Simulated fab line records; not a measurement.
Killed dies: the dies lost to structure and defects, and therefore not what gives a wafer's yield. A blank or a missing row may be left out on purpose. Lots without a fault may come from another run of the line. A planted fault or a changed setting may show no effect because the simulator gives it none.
2 desks, one fault || flow gf180mcu || only its own numbers are on each desk; what lay behind them is given at the end

METROLOGY DESK
Means of the sampled wafers that have a number, per lot and without regard to the tool the lot ran on: this is what the gauges read. The brackets show how far a lot's mean lies from the usual mean; more than 4 standard deviations puts the lot out of limits, marked OUT.
Columns: A = MVSD_OVL at GF_MVSD_OVL_MEAS_07, usual -1.0 nm; B = MVPSD_TW at GF_MVPSD_TW_MEAS_11, usual 554; C = VT_IMPLANT_01_OVL at GF_VT_IMPLANT_OVL_MEAS_18, usual -0.1 nm; D = HV_LDD_2_TW at GF_HV_LDD_TW_MEAS_23, usual 1061
{"lot": "L581", "first seen here": "day 4 08:32", "A": -0.8, "B": 550, "C": 1.6, "D": 1077}
{"lot": "L582", "first seen here": "day 4 14:59", "A": -1.0, "B": 571, "C": 1.4, "D": 1052}
{"lot": "L584", "first seen here": "day 5 03:45", "A": -1.6, "B": 548, "C": -0.1, "D": 1050}
{"lot": "L585", "first seen here": "day 5 08:38", "A": 0.1, "B": 544, "C": -2.0, "D": 1042}
{"lot": "L587", "first seen here": "day 5 22:37", "A": -0.3, "B": 569, "C": 0.1, "D": 1051}
{"lot": "L588", "first seen here": "day 6 02:05", "A": -3.0, "B": 547, "C": -0.9, "D": 1040}
{"lot": "L589", "first seen here": "day 6 07:02", "A": 0.1, "B": 550, "C": -1.1, "D": 1081}
{"lot": "L592", "first seen here": "day 7 03:53", "A": 0.8, "B": 552, "C": -1.4, "D": 1052}
{"lot": "L595", "first seen here": "day 7 21:12", "A": 0.4, "B": 552, "C": 1.8, "D": 1083}
{"lot": "L596", "first seen here": "day 8 01:54", "A": -1.8, "B": 569, "C": -0.5, "D": 1080}
{"lot": "L599", "first seen here": "day 8 18:31", "A": 0.7, "B": 548, "C": -0.3, "D": "921 (-8.7) OUT"}
{"lot": "L600", "first seen here": "day 9 01:19", "A": -1.7, "B": 546, "C": 2.0, "D": "921 (-8.8) OUT"}
{"lot": "L601", "first seen here": "day 9 05:53", "A": 0.2, "B": 546, "C": -1.1, "D": "928 (-8.3) OUT"}
{"lot": "L602", "first seen here": "day 9 14:46", "A": -1.3, "B": 549, "C": -1.6, "D": 1053}
Per this desk, out of limits: L599, L600, L601; the first was L599, day 16 12:17 (HV_LDD_2_TW at GF_HV_LDD_TW_MEAS_23). Within limits: L581, L582, L584, L585, L587, L588, L589, L592, L595, L596, L602.

AT THE TOOL OWNER'S DESK: implanter-02
For each lot that ran on this tool, the mean over its sampled wafers that have a number, from the tool's own readings at GF_HV_LDD_IMPLANT_21. The brackets show how far a lot's mean lies from the usual mean; more than 4 standard deviations puts the lot out of limits, marked OUT.
Columns: A = beam-energy-keV at GF_HV_LDD_IMPLANT_21, usual 25.000; B = dose-ions-cm2 at GF_HV_LDD_IMPLANT_21, usual 4.998e+13; C = faraday-current-uA at GF_HV_LDD_IMPLANT_21, usual 282
{"lot": "L582", "first seen here": "day 10 23:27", "A": 24.994, "B": 5.002e+13, "C": 282}
{"lot": "L596", "first seen here": "day 15 12:35", "A": 24.999, "B": 4.992e+13, "C": 278}
{"lot": "L599", "first seen here": "day 16 12:02", "A": 24.997, "B": "3.296e+13 (-99 or more) OUT", "C": "185 (-18) OUT"}
{"lot": "L600", "first seen here": "day 16 20:06", "A": 24.995, "B": "3.296e+13 (-99 or more) OUT", "C": "187 (-18) OUT"}
{"lot": "L601", "first seen here": "day 17 05:44", "A": 24.995, "B": "3.298e+13 (-99 or more) OUT", "C": "185 (-18) OUT"}
Finding of this desk: L599, L600, L601 out of limits; the first was L599 at day 16 12:02, on dose-ions-cm2 at GF_HV_LDD_IMPLANT_21. Within limits: L582, L596.

PUT TOGETHER
The tool owner's desk could have raised an alarm at day 16 12:02, on L599, L600, L601.
The metrology desk could have raised an alarm at day 16 12:17, on L599, L600, L601.
The lots listed all ran GF_HV_LDD_IMPLANT_21 on implanter-02.

WHAT HAD BEEN PUT IN BY THE SIMULATOR
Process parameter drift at GF_HV_LDD_IMPLANT_21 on implanter-02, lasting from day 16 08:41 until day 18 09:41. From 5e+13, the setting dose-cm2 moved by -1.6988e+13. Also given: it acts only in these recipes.
Shown lots that were struck: L599, L600, L601.
Fault start to first reading out of limits, in hours, per desk: tool owner, 3; metrology, 4.
